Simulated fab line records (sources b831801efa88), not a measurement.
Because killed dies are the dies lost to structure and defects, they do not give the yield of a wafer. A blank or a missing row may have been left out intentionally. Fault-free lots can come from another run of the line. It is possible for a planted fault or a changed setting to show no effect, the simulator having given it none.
fab line records || flow gf180mcu
record: {"lots": 5, "wafers": 15, "lastDay": 34}
route steps=602 shown V1@344
lots with no fault: from the same line, run without faults
startH: hours from the record's first day to the start of the lot's first wafer shown || waitH: time in hours since the lot's previous step || " same as the row above || L1.1+2: a single row standing in for several wafers || - value missing, or start not given || * or withheld: withheld || < > ~ a bound
route shown NAME@n: names a module that has steps shown in the file, with the first one's number in the route || usual: mean/standard deviation taken from wafers without a fault || same: alike in all rows || chamber/n: place in a boat || sites: per-site readings || _std_site: the standard deviation of these || _edge_site: inner sites' mean taken away from outer sites' mean || radiusMm: how far each site lies from the wafer's centre || mask NAME#n: copy n || behind: the tool/chamber that last shaped the wafer || hold: the reason the lot was held/the length of the hold in hours/how it ended || device: which transistor (n, p or np) failed to switch || end of line: at the end of the route, the tests of the same wafers || for a step that has no rows: nothing shown but its recipe || killed: at the first sort, the dies lost to defects and structure; wafer yield is something else || map: a wafer's dies, marking killed ones x, the rest . and places with no die _
set.NAME: the setting as run; set.NAME@STEP: as run at that earlier step || model.NAME: the simulator's own value behind a step, which no gauge read
a table for each step, a row for each wafer; lots at some steps of the route
services: a tool's chamber out of use, with start hour (startH, from the record's first day; less than 0 if before it), hours out, and reason
== steps ==
step: GF_V1_COAT_09
recipe: {"resist": "KrF", "spinRpm": "withheld", "resistThkNm": 1000}
step: GF_V1_SOFTBAKE_10
recipe: {"tempC": 130, "timeS": 60, "resist": "KrF"}
step: GF_V1_EXPOSE_11
recipe: {"maskId": "Via1", "targetCdNm": 260, "na": 0.68, "sourceShape": "conventional", "sigmaOuter": 0.6, "doseMj": 38}
step: GF_V1_PEB_12
recipe: {"pebTempC": 135, "pebTimeS": 90, "resist": "KrF"}
step: GF_V1_DEVELOP_13
recipe: {"developTimeS": 60, "resist": "KrF", "devTempC": 21}
step: GF_V1_CD_MEAS_14
recipe: {"targetCdNm": 260}
usual: {"cdNm": "259.7/1.3"}
{"lot.wafer": "L443.1", "tool": "cdSem-02", "chamber": "-", "startH": 407.72, "waitH": 0.1, "cdNm": 258.6}
{"lot.wafer": "L443.3", "tool": "cdSem-02", "chamber": "-", "startH": 407.72, "waitH": 0.1, "cdNm": 260.5}
{"lot.wafer": "L443.5", "tool": "cdSem-02", "chamber": "-", "startH": 407.72, "waitH": 0.1, "cdNm": 259.4}
{"lot.wafer": "L452.1", "tool": "cdSem-01", "chamber": "-", "startH": 517.28, "waitH": 0.1, "cdNm": 258.8}
{"lot.wafer": "L452.2", "tool": "cdSem-01", "chamber": "-", "startH": 517.28, "waitH": 0.1, "cdNm": 260.6}
{"lot.wafer": "L452.4", "tool": "cdSem-01", "chamber": "-", "startH": 517.28, "waitH": 0.1, "cdNm": 259.5}
{"lot.wafer": "L461.3", "tool": "cdSem-01", "chamber": "-", "startH": 585.37, "waitH": 0.1, "cdNm": 258.8}
{"lot.wafer": "L461.4", "tool": "cdSem-01", "chamber": "-", "startH": 585.37, "waitH": 0.1, "cdNm": 260.5}
{"lot.wafer": "L461.6", "tool": "cdSem-01", "chamber": "-", "startH": 585.37, "waitH": 0.1, "cdNm": 258.5}
{"lot.wafer": "L463.1", "tool": "cdSem-01", "chamber": "-", "startH": 586.58, "waitH": 0.1, "cdNm": 258.6}
{"lot.wafer": "L463.2", "tool": "cdSem-01", "chamber": "-", "startH": 586.58, "waitH": 0.1, "cdNm": 257.7}
{"lot.wafer": "L463.3", "tool": "cdSem-01", "chamber": "-", "startH": 586.58, "waitH": 0.1, "cdNm": 258.6}
{"lot.wafer": "L464.1", "tool": "cdSem-02", "chamber": "-", "startH": 593.88, "waitH": 0.1, "cdNm": 261.5}
{"lot.wafer": "L464.2", "tool": "cdSem-02", "chamber": "-", "startH": 593.88, "waitH": 0.1, "cdNm": 260.2}
{"lot.wafer": "L464.6", "tool": "cdSem-02", "chamber": "-", "startH": 593.88, "waitH": 0.1, "cdNm": 260.2}
step: GF_V1_OVL_MEAS_15
usual: {"V1_OVL": "1/5.3"}
{"lot.wafer": "L443.1", "tool": "overlay-01", "chamber": "-", "startH": 407.84, "waitH": 0.1, "V1_OVL[nm]": 0}
{"lot.wafer": "L443.3", "tool": "overlay-01", "chamber": "-", "startH": 407.84, "waitH": 0.1, "V1_OVL[nm]": 0}
{"lot.wafer": "L443.5", "tool": "overlay-01", "chamber": "-", "startH": 407.84, "waitH": 0.1, "V1_OVL[nm]": 1}
{"lot.wafer": "L452.1", "tool": "overlay-01", "chamber": "-", "startH": 517.40, "waitH": 0.1, "V1_OVL[nm]": -2}
{"lot.wafer": "L452.2", "tool": "overlay-01", "chamber": "-", "startH": 517.40, "waitH": 0.1, "V1_OVL[nm]": 0}
{"lot.wafer": "L452.4", "tool": "overlay-01", "chamber": "-", "startH": 517.40, "waitH": 0.1, "V1_OVL[nm]": -6}
{"lot.wafer": "L461.3", "tool": "overlay-02", "chamber": "-", "startH": 585.46, "waitH": 0.1, "V1_OVL[nm]": 6}
{"lot.wafer": "L461.4", "tool": "overlay-02", "chamber": "-", "startH": 585.46, "waitH": 0.1, "V1_OVL[nm]": 5}
{"lot.wafer": "L461.6", "tool": "overlay-02", "chamber": "-", "startH": 585.46, "waitH": 0.1, "V1_OVL[nm]": 9}
{"lot.wafer": "L463.1", "tool": "overlay-02", "chamber": "-", "startH": 586.70, "waitH": 0.1, "V1_OVL[nm]": 13}
{"lot.wafer": "L463.2", "tool": "overlay-02", "chamber": "-", "startH": 586.70, "waitH": 0.1, "V1_OVL[nm]": 10}
{"lot.wafer": "L463.3", "tool": "overlay-02", "chamber": "-", "startH": 586.70, "waitH": 0.1, "V1_OVL[nm]": 12}
{"lot.wafer": "L464.1", "tool": "overlay-02", "chamber": "-", "startH": 594.00, "waitH": 0.1, "V1_OVL[nm]": 4}
{"lot.wafer": "L464.2", "tool": "overlay-02", "chamber": "-", "startH": 594.00, "waitH": 0.1, "V1_OVL[nm]": -2}
{"lot.wafer": "L464.6", "tool": "overlay-02", "chamber": "-", "startH": 594.00, "waitH": 0.1, "V1_OVL[nm]": 0}
step: GF_V1_ETCH_16
recipe: {"chemistry": "N2/H2", "targetDepthA": "withheld", "overetchA": "withheld", "timeS": "withheld", "target": "BARC", "ionEnergyEv": 200, "sourceW": 500, "biasW": 100, "pressureMtorr": 30, "n2FlowSccm": 100, "h2FlowSccm": 200}
usual: {"biasW": "100.00/0.3", "drypumpMotorCurrentA": "5.9/0.48", "oesProductAu": "0.855/0.0047", "throttleValvePct": "13.224/0.0092"}
{"lot.wafer": "L443.1", "tool": "rieDiel-03", "chamber": 2, "startH": 407.87, "waitH": 0.0, "biasW": 99.87, "drypumpMotorCurrentA": 5.3, "oesProductAu": 0.856, "throttleValvePct": 13.227}
{"lot.wafer": "L443.3", "tool": "rieDiel-03", "chamber": 3, "startH": 407.87, "waitH": 0.0, "biasW": 100.12, "drypumpMotorCurrentA": 6.0, "oesProductAu": 0.851, "throttleValvePct": 13.213}
{"lot.wafer": "L443.5", "tool": "rieDiel-03", "chamber": 1, "startH": 407.87, "waitH": 0.0, "biasW": 99.83, "drypumpMotorCurrentA": 6.2, "oesProductAu": 0.851, "throttleValvePct": 13.219}
{"lot.wafer": "L452.1", "tool": "rieDiel-04", "chamber": 3, "startH": 517.43, "waitH": 0.0, "biasW": 100.36, "drypumpMotorCurrentA": 4.7, "oesProductAu": 0.856, "throttleValvePct": 13.219}
{"lot.wafer": "L452.2", "tool": "rieDiel-04", "chamber": 0, "startH": 517.43, "waitH": 0.0, "biasW": 100.09, "drypumpMotorCurrentA": 6.1, "oesProductAu": 0.851, "throttleValvePct": 13.220}
{"lot.wafer": "L452.4", "tool": "rieDiel-04", "chamber": 1, "startH": 517.43, "waitH": 0.0, "biasW": 100.51, "drypumpMotorCurrentA": 5.6, "oesProductAu": 0.847, "throttleValvePct": 13.213}
{"lot.wafer": "L461.3", "tool": "rieDiel-03", "chamber": 1, "startH": 585.49, "waitH": 0.0, "biasW": 99.94, "drypumpMotorCurrentA": 6.1, "oesProductAu": 0.852, "throttleValvePct": 13.236}
{"lot.wafer": "L461.4", "tool": "rieDiel-03", "chamber": 2, "startH": 585.49, "waitH": 0.0, "biasW": 100.18, "drypumpMotorCurrentA": 5.3, "oesProductAu": 0.851, "throttleValvePct": 13.228}
{"lot.wafer": "L461.6", "tool": "rieDiel-03", "chamber": 1, "startH": 585.49, "waitH": 0.0, "biasW": 99.95, "drypumpMotorCurrentA": 6.1, "oesProductAu": 0.852, "throttleValvePct": 13.217}
{"lot.wafer": "L463.1", "tool": "rieDiel-03", "chamber": 1, "startH": 586.74, "waitH": 0.0, "biasW": 99.68, "drypumpMotorCurrentA": 6.1, "oesProductAu": 0.860, "throttleValvePct": 13.230}
{"lot.wafer": "L463.2", "tool": "rieDiel-03", "chamber": 0, "startH": 586.74, "waitH": 0.0, "biasW": 99.50, "drypumpMotorCurrentA": 5.6, "oesProductAu": 0.850, "throttleValvePct": 13.212}
{"lot.wafer": "L463.3", "tool": "rieDiel-03", "chamber": 3, "startH": 586.74, "waitH": 0.0, "biasW": 100.59, "drypumpMotorCurrentA": 6.1, "oesProductAu": 0.848, "throttleValvePct": 13.228}
{"lot.wafer": "L464.1", "tool": "rieDiel-03", "chamber": 1, "startH": 594.04, "waitH": 0.0, "biasW": 99.66, "drypumpMotorCurrentA": 6.2, "oesProductAu": 0.860, "throttleValvePct": 13.214}
{"lot.wafer": "L464.2", "tool": "rieDiel-03", "chamber": 0, "startH": 594.04, "waitH": 0.0, "biasW": 99.62, "drypumpMotorCurrentA": 5.6, "oesProductAu": 0.853, "throttleValvePct": 13.240}
{"lot.wafer": "L464.6", "tool": "rieDiel-03", "chamber": 1, "startH": 594.04, "waitH": 0.0, "biasW": 99.78, "drypumpMotorCurrentA": 6.2, "oesProductAu": 0.847, "throttleValvePct": 13.203}
step: GF_V1_ETCH_17
recipe: {"chemistry": "C4F8/O2/Ar", "maskMaterial": "KrF", "target": "SiO2", "stopOn": "TiN", "sourceW": 1500, "biasW": 1200, "pressureMtorr": 40, "c4f8FlowSccm": "withheld", "O2_flow_sccm": 6, "Ar_flow_sccm": 300, "timeS": "withheld", "targetDepthA": 6300}
usual: {"biasW": "1200/3.9", "oesProductAu": "0.856/0.0048"}
{"lot.wafer": "L443.1", "tool": "rieDiel-03", "chamber": 2, "startH": "-", "waitH": "-", "biasW": 1195, "oesProductAu": 0.857}
{"lot.wafer": "L443.3", "tool": "rieDiel-03", "chamber": 3, "startH": "-", "waitH": "-", "biasW": 1203, "oesProductAu": 0.854}
{"lot.wafer": "L443.5", "tool": "rieDiel-03", "chamber": 1, "startH": "-", "waitH": "-", "biasW": 1198, "oesProductAu": 0.852}
{"lot.wafer": "L452.1", "tool": "rieDiel-04", "chamber": 3, "startH": "-", "waitH": "-", "biasW": 1204, "oesProductAu": 0.857}
{"lot.wafer": "L452.2", "tool": "rieDiel-04", "chamber": 0, "startH": "-", "waitH": "-", "biasW": 1191, "oesProductAu": 0.860}
{"lot.wafer": "L452.4", "tool": "rieDiel-04", "chamber": 1, "startH": "-", "waitH": "-", "biasW": 1195, "oesProductAu": 0.858}
{"lot.wafer": "L461.3", "tool": "rieDiel-03", "chamber": 1, "startH": "-", "waitH": "-", "biasW": 1204, "oesProductAu": 0.856}
{"lot.wafer": "L461.4", "tool": "rieDiel-03", "chamber": 2, "startH": "-", "waitH": "-", "biasW": 1200, "oesProductAu": 0.846}
{"lot.wafer": "L461.6", "tool": "rieDiel-03", "chamber": 1, "startH": "-", "waitH": "-", "biasW": 1201, "oesProductAu": 0.852}
{"lot.wafer": "L463.1", "tool": "rieDiel-03", "chamber": 1, "startH": "-", "waitH": "-", "biasW": 1200, "oesProductAu": 0.854}
{"lot.wafer": "L463.2", "tool": "rieDiel-03", "chamber": 0, "startH": "-", "waitH": "-", "biasW": 1205, "oesProductAu": 0.859}
{"lot.wafer": "L463.3", "tool": "rieDiel-03", "chamber": 3, "startH": "-", "waitH": "-", "biasW": 1196, "oesProductAu": 0.853}
{"lot.wafer": "L464.1", "tool": "rieDiel-03", "chamber": 1, "startH": "-", "waitH": "-", "biasW": 1198, "oesProductAu": 0.852}
{"lot.wafer": "L464.2", "tool": "rieDiel-03", "chamber": 0, "startH": "-", "waitH": "-", "biasW": 1197, "oesProductAu": 0.860}
{"lot.wafer": "L464.6", "tool": "rieDiel-03", "chamber": 1, "startH": "-", "waitH": "-", "biasW": 1198, "oesProductAu": 0.856}
step: GF_V1_STRIP_18
recipe: {"chemistry": "O2/N2", "powerW": 1400, "pressureMtorr": 1500, "platenTempC": 250, "o2FlowSccm": 3000, "n2FlowSccm": 300, "overashFraction": 0.5}
usual: {"drypumpMotorCurrentA": "5.52/0.21", "heaterPowerW": "317/33", "oesProductAu": "0.591/0.0046"}
{"lot.wafer": "L443.1", "tool": "plasmaAsher-01", "chamber": 0, "startH": 408.00, "waitH": "-", "drypumpMotorCurrentA": 5.25, "heaterPowerW": 366, "oesProductAu": 0.597, "rfHoursCounterH": 59}
{"lot.wafer": "L443.3", "tool": "plasmaAsher-01", "chamber": 0, "startH": 408.00, "waitH": "-", "drypumpMotorCurrentA": 5.32, "heaterPowerW": 375, "oesProductAu": 0.589, "rfHoursCounterH": "-"}
{"lot.wafer": "L443.5", "tool": "plasmaAsher-01", "chamber": 1, "startH": 408.00, "waitH": "-", "drypumpMotorCurrentA": 5.85, "heaterPowerW": 288, "oesProductAu": 0.592, "rfHoursCounterH": "-"}
{"lot.wafer": "L452.1", "tool": "plasmaAsher-02", "chamber": 0, "startH": 517.56, "waitH": "-", "drypumpMotorCurrentA": 5.43, "heaterPowerW": 330, "oesProductAu": 0.595, "rfHoursCounterH": 9}
{"lot.wafer": "L452.2", "tool": "plasmaAsher-02", "chamber": 1, "startH": 517.56, "waitH": "-", "drypumpMotorCurrentA": 5.36, "heaterPowerW": 323, "oesProductAu": 0.590, "rfHoursCounterH": 9}
{"lot.wafer": "L452.4", "tool": "plasmaAsher-02", "chamber": 0, "startH": 517.56, "waitH": "-", "drypumpMotorCurrentA": 5.45, "heaterPowerW": 339, "oesProductAu": 0.591, "rfHoursCounterH": "-"}
{"lot.wafer": "L461.3", "tool": "plasmaAsher-04", "chamber": 0, "startH": 585.65, "waitH": "-", "drypumpMotorCurrentA": 5.63, "heaterPowerW": 275, "oesProductAu": 0.597, "rfHoursCounterH": "-"}
{"lot.wafer": "L461.4", "tool": "plasmaAsher-04", "chamber": 1, "startH": 585.65, "waitH": "-", "drypumpMotorCurrentA": 5.44, "heaterPowerW": 306, "oesProductAu": 0.592, "rfHoursCounterH": "-"}
{"lot.wafer": "L461.6", "tool": "plasmaAsher-04", "chamber": 1, "startH": 585.65, "waitH": "-", "drypumpMotorCurrentA": 5.45, "heaterPowerW": 305, "oesProductAu": 0.585, "rfHoursCounterH": "-"}
{"lot.wafer": "L463.1", "tool": "plasmaAsher-01", "chamber": 0, "startH": 586.86, "waitH": "-", "drypumpMotorCurrentA": 5.28, "heaterPowerW": 372, "oesProductAu": 0.595, "rfHoursCounterH": 80}
{"lot.wafer": "L463.2", "tool": "plasmaAsher-01", "chamber": 1, "startH": 586.86, "waitH": "-", "drypumpMotorCurrentA": 5.85, "heaterPowerW": 290, "oesProductAu": 0.594, "rfHoursCounterH": 80}
{"lot.wafer": "L463.3", "tool": "plasmaAsher-01", "chamber": 1, "startH": 586.86, "waitH": "-", "drypumpMotorCurrentA": 5.85, "heaterPowerW": 293, "oesProductAu": 0.591, "rfHoursCounterH": "-"}
{"lot.wafer": "L464.1", "tool": "plasmaAsher-01", "chamber": 0, "startH": 594.16, "waitH": "-", "drypumpMotorCurrentA": 5.30, "heaterPowerW": 372, "oesProductAu": 0.598, "rfHoursCounterH": 81}
{"lot.wafer": "L464.2", "tool": "plasmaAsher-01", "chamber": 1, "startH": 594.16, "waitH": "-", "drypumpMotorCurrentA": 5.85, "heaterPowerW": 286, "oesProductAu": 0.589, "rfHoursCounterH": 81}
{"lot.wafer": "L464.6", "tool": "plasmaAsher-01", "chamber": 1, "startH": 594.16, "waitH": "-", "drypumpMotorCurrentA": 5.84, "heaterPowerW": 284, "oesProductAu": 0.589, "rfHoursCounterH": "-"}
step: GF_V1_STRIP_19
recipe: {"chemistry": "postEtchResidueRemover", "timeS": 1200, "tempC": 72.5}
step: GF_V1_CLEAN_20
recipe: {"chemistry": "DIW", "dry": "n2Spin"}
step: GF_V1_SPUTTER_21
recipe: {"material": "Ti", "targetThkNm": 15, "chamberPressurePa": 5, "powerW": 2500, "substrateTempC": 200, "timeS": 80.02}
usual: {"cathodeDcPowerW": "2499.9/0.44", "throttleValvePct": "29.7/1.4"}
{"lot.wafer": "L443.1", "tool": "pvdSputter-02", "chamber": "-", "startH": 408.60, "waitH": 0.0, "cathodeDcPowerW": 2499.7, "throttleValvePct": 30.9, "model.Ti_of_V1_SPUTTER_21.thkNm": 14.77}
{"lot.wafer": "L443.3", "tool": "pvdSputter-02", "chamber": "-", "startH": 408.60, "waitH": 0.0, "cathodeDcPowerW": 2500.7, "throttleValvePct": 29.8, "model.Ti_of_V1_SPUTTER_21.thkNm": 15.14}
{"lot.wafer": "L443.5", "tool": "pvdSputter-02", "chamber": "-", "startH": 408.60, "waitH": 0.0, "cathodeDcPowerW": 2499.6, "throttleValvePct": 29.2, "model.Ti_of_V1_SPUTTER_21.thkNm": 14.96}
{"lot.wafer": "L452.1", "tool": "pvdSputter-03", "chamber": "-", "startH": 518.09, "waitH": 0.0, "cathodeDcPowerW": 2499.7, "throttleValvePct": 29.7, "model.Ti_of_V1_SPUTTER_21.thkNm": 21.87}
{"lot.wafer": "L452.2", "tool": "pvdSputter-03", "chamber": "-", "startH": 518.09, "waitH": 0.0, "cathodeDcPowerW": 2500.7, "throttleValvePct": 30.0, "model.Ti_of_V1_SPUTTER_21.thkNm": 14.99}
{"lot.wafer": "L452.4", "tool": "pvdSputter-03", "chamber": "-", "startH": 518.09, "waitH": 0.0, "cathodeDcPowerW": 2500.7, "throttleValvePct": 30.1, "model.Ti_of_V1_SPUTTER_21.thkNm": 15.01}
{"lot.wafer": "L461.3", "tool": "pvdSputter-02", "chamber": "-", "startH": 586.22, "waitH": 0.0, "cathodeDcPowerW": 2500.4, "throttleValvePct": 31.2, "model.Ti_of_V1_SPUTTER_21.thkNm": 14.99}
{"lot.wafer": "L461.4", "tool": "pvdSputter-02", "chamber": "-", "startH": 586.22, "waitH": 0.0, "cathodeDcPowerW": 2499.9, "throttleValvePct": 31.1, "model.Ti_of_V1_SPUTTER_21.thkNm": 14.82}
{"lot.wafer": "L461.6", "tool": "pvdSputter-02", "chamber": "-", "startH": 586.22, "waitH": 0.0, "cathodeDcPowerW": 2500.6, "throttleValvePct": 29.1, "model.Ti_of_V1_SPUTTER_21.thkNm": 14.81}
{"lot.wafer": "L463.1", "tool": "pvdSputter-03", "chamber": "-", "startH": 587.44, "waitH": 0.0, "cathodeDcPowerW": 2500.2, "throttleValvePct": 29.5, "model.Ti_of_V1_SPUTTER_21.thkNm": 14.94}
{"lot.wafer": "L463.2", "tool": "pvdSputter-03", "chamber": "-", "startH": 587.44, "waitH": 0.0, "cathodeDcPowerW": 2500.1, "throttleValvePct": 32.4, "model.Ti_of_V1_SPUTTER_21.thkNm": 14.84}
{"lot.wafer": "L463.3", "tool": "pvdSputter-03", "chamber": "-", "startH": 587.44, "waitH": 0.0, "cathodeDcPowerW": 2500.1, "throttleValvePct": 30.3, "model.Ti_of_V1_SPUTTER_21.thkNm": 14.65}
{"lot.wafer": "L464.1", "tool": "pvdSputter-03", "chamber": "-", "startH": 594.73, "waitH": 0.0, "cathodeDcPowerW": 2499.8, "throttleValvePct": 29.9, "model.Ti_of_V1_SPUTTER_21.thkNm": 14.96}
{"lot.wafer": "L464.2", "tool": "pvdSputter-03", "chamber": "-", "startH": 594.73, "waitH": 0.0, "cathodeDcPowerW": 2499.7, "throttleValvePct": 32.2, "model.Ti_of_V1_SPUTTER_21.thkNm": 15.19}
{"lot.wafer": "L464.6", "tool": "pvdSputter-03", "chamber": "-", "startH": 594.73, "waitH": 0.0, "cathodeDcPowerW": 2500.0, "throttleValvePct": 32.1, "model.Ti_of_V1_SPUTTER_21.thkNm": 15.05}
step: GF_V1_SPUTTER_22
recipe: {"material": "TiN", "targetThkNm": 10, "chamberPressurePa": 5, "powerW": 4000, "timeS": 40}
usual: {"cathodeDcPowerW": "4000.1/0.73", "throttleValvePct": "29.7/1.4"}
{"lot.wafer": "L443.1", "tool": "pvdSputter-02", "chamber": "-", "startH": 408.66, "waitH": 0.0, "cathodeDcPowerW": 4000.4, "throttleValvePct": 31.3}
{"lot.wafer": "L443.3", "tool": "pvdSputter-02", "chamber": "-", "startH": 408.66, "waitH": 0.0, "cathodeDcPowerW": 4000.2, "throttleValvePct": 29.7}
{"lot.wafer": "L443.5", "tool": "pvdSputter-02", "chamber": "-", "startH": 408.66, "waitH": 0.0, "cathodeDcPowerW": 4000.5, "throttleValvePct": 29.1}
{"lot.wafer": "L452.1", "tool": "pvdSputter-03", "chamber": "-", "startH": 518.16, "waitH": 0.0, "cathodeDcPowerW": 3999.5, "throttleValvePct": 29.3}
{"lot.wafer": "L452.2", "tool": "pvdSputter-03", "chamber": "-", "startH": 518.16, "waitH": 0.0, "cathodeDcPowerW": 4000.8, "throttleValvePct": 29.7}
{"lot.wafer": "L452.4", "tool": "pvdSputter-03", "chamber": "-", "startH": 518.16, "waitH": 0.0, "cathodeDcPowerW": 4000.1, "throttleValvePct": 30.0}
{"lot.wafer": "L461.3", "tool": "pvdSputter-02", "chamber": "-", "startH": 586.28, "waitH": 0.0, "cathodeDcPowerW": 4000.2, "throttleValvePct": 31.0}
{"lot.wafer": "L461.4", "tool": "pvdSputter-02", "chamber": "-", "startH": 586.28, "waitH": 0.0, "cathodeDcPowerW": 4000.5, "throttleValvePct": 30.9}
{"lot.wafer": "L461.6", "tool": "pvdSputter-02", "chamber": "-", "startH": 586.28, "waitH": 0.0, "cathodeDcPowerW": 4000.5, "throttleValvePct": 28.8}
{"lot.wafer": "L463.1", "tool": "pvdSputter-03", "chamber": "-", "startH": 587.50, "waitH": 0.0, "cathodeDcPowerW": 3999.6, "throttleValvePct": 29.1}
{"lot.wafer": "L463.2", "tool": "pvdSputter-03", "chamber": "-", "startH": 587.50, "waitH": 0.0, "cathodeDcPowerW": 3999.2, "throttleValvePct": 31.9}
{"lot.wafer": "L463.3", "tool": "pvdSputter-03", "chamber": "-", "startH": 587.50, "waitH": 0.0, "cathodeDcPowerW": 3999.4, "throttleValvePct": 30.2}
{"lot.wafer": "L464.1", "tool": "pvdSputter-03", "chamber": "-", "startH": 594.79, "waitH": 0.0, "cathodeDcPowerW": 4000.1, "throttleValvePct": 30.0}
{"lot.wafer": "L464.2", "tool": "pvdSputter-03", "chamber": "-", "startH": 594.79, "waitH": 0.0, "cathodeDcPowerW": 4000.4, "throttleValvePct": 32.3}
{"lot.wafer": "L464.6", "tool": "pvdSputter-03", "chamber": "-", "startH": 594.79, "waitH": 0.0, "cathodeDcPowerW": 4000.4, "throttleValvePct": 32.1}
== services ==
{"tool": "plasmaAsher-02", "chamber": "-", "startH": 421.25, "hours": 9.0, "kind": "pm"}
{"tool": "plasmaAsher-02", "chamber": 0, "startH": 421.25, "hours": 9.0, "kind": "ventCycle"}
{"tool": "rieDiel-04", "chamber": 2, "startH": 431.26, "hours": 4.4, "kind": "repair"}
{"tool": "rieDiel-04", "chamber": "-", "startH": 444.51, "hours": 1.0, "kind": "repair"}
{"tool": "pvdSputter-02", "chamber": 1, "startH": 444.72, "hours": "-", "kind": "consumableReplace:kit"}
{"tool": "pvdSputter-02", "chamber": 1, "startH": 444.72, "hours": 18.0, "kind": "scheduledDown"}
{"tool": "pvdSputter-02", "chamber": 1, "startH": 444.72, "hours": 18.0, "kind": "ventCycle"}
{"tool": "rieDiel-03", "chamber": 3, "startH": 445.11, "hours": 9.0, "kind": "repair"}
{"tool": "rieDiel-04", "chamber": 0, "startH": 450.01, "hours": 1.3, "kind": "repair"}
{"tool": "rieDiel-03", "chamber": "-", "startH": 461.65, "hours": 28.1, "kind": "pm"}
{"tool": "plasmaAsher-04", "chamber": "-", "startH": 470.42, "hours": 0.8, "kind": "repair"}
{"tool": "rieDiel-04", "chamber": 2, "startH": 485.50, "hours": 11.8, "kind": "repair"}
{"tool": "pvdSputter-03", "chamber": 2, "startH": 516.09, "hours": "-", "kind": "consumableReplace:kit"}
{"tool": "pvdSputter-03", "chamber": 2, "startH": 516.09, "hours": 18.0, "kind": "scheduledDown"}
{"tool": "pvdSputter-03", "chamber": 2, "startH": 516.09, "hours": 18.0, "kind": "ventCycle"}
{"tool": "plasmaAsher-04", "chamber": "-", "startH": 516.12, "hours": 14.6, "kind": "pm"}
{"tool": "rieDiel-04", "chamber": 1, "startH": 520.59, "hours": 3.4, "kind": "repair"}
{"tool": "rieDiel-04", "chamber": "-", "startH": 532.29, "hours": 28.1, "kind": "pm"}
{"tool": "rieDiel-03", "chamber": 1, "startH": 532.82, "hours": 14.5, "kind": "repair"}
{"tool": "plasmaAsher-02", "chamber": "-", "startH": 566.87, "hours": 107.2, "kind": "repair"}
{"tool": "plasmaAsher-04", "chamber": "-", "startH": 569.11, "hours": 15.6, "kind": "pm"}
{"tool": "rieDiel-03", "chamber": 2, "startH": 587.84, "hours": "-", "kind": "clean"}
{"tool": "rieDiel-03", "chamber": 2, "startH": 587.84, "hours": 18.5, "kind": "scheduledDown"}
{"tool": "rieDiel-03", "chamber": 2, "startH": 587.84, "hours": 18.5, "kind": "ventCycle"}
== key ==
firstSign none at tools or gauges
modelEffect: {"step": "GF_V1_SPUTTER_21", "value": "Ti_of_V1_SPUTTER_21.thkNm", "without": 15.3, "struck": 21.87}
metAt GF_V1_SPUTTER_21
struckWafers L452.1
fault: {"kind": "processParameterDrift", "tool": "pvdSputter-03", "chamber": "-", "onsetH": 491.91, "steps": "GF_V1_SPUTTER_21", "channel": "targetThkNm", "offset": 6.5692, "shape": "step", "endH": 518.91, "actsIn": "theseRecipesOnly", "stated": 15, "scope": "struckWafersOnly"}
